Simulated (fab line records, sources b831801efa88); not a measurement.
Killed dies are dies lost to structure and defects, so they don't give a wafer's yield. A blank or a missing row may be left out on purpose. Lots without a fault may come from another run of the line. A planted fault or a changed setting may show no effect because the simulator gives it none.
One fault seen from 2 desks | flow sky130 | each desk has only its own numbers; what lay behind them comes last

THE METROLOGY DESK
What the gauges read, lot by lot, whatever tool the lot ran on: means of the sampled wafers that have a number. A lot is out of limits, marked OUT, if its mean lies more than 4 standard deviations from the usual mean; the brackets give that distance.
Columns: A = VIA2_OVL at SKY_VIA2_OVL_MEAS_13, usual -4 nm
lot  | first seen here | A
L192 | day 36 06:23    | -5
L194 | day 37 06:40    | -2
L195 | day 37 22:59    | 5
L196 | day 38 03:50    | -1
L198 | day 38 16:20    | -5
L206 | day 40 20:31    | -14
L207 | day 41 00:41    | -2
L209 | day 41 12:47    | -5
L212 | day 42 03:05    | 0
L214 | day 43 07:59    | -2
L215 | day 43 09:01    | -1
This desk's finding: nothing out of limits on any of the 11 lots.

THE TOOL OWNER'S DESK: cmp-01
The tool's own readings at SKY_VIA2_CMP_02 (polishes SiO2): means of the sampled wafers that have a number, for each lot that ran on this tool. A lot is out of limits, marked OUT, if its mean lies more than 4 standard deviations from the usual mean; the brackets give that distance.
Columns: A = head_pressure_psi at SKY_VIA2_CMP_02, usual 4.000 psi; B = motor_current_A at SKY_VIA2_CMP_02, usual 12.1 A
lot  | first seen here | A     | B
L192 | day 35 03:51    | 4.003 | 12.0
L194 | day 36 04:11    | 4.005 | 11.1
L195 | day 36 20:44    | 4.005 | 12.3
L196 | day 37 01:53    | 3.995 | 12.3
L206 | day 39 19:28    | 4.002 | 12.8
L207 | day 39 23:48    | 4.006 | 11.9
L214 | day 42 08:29    | 4.003 | 12.4
L215 | day 42 09:23    | 3.998 | 11.7
This desk's finding: nothing out of limits on any of the 8 lots.

PUT TOGETHER
The metrology desk saw nothing out of limits.
The tool owner's desk saw nothing out of limits.

WHAT THE SIMULATOR HAD PUT IN
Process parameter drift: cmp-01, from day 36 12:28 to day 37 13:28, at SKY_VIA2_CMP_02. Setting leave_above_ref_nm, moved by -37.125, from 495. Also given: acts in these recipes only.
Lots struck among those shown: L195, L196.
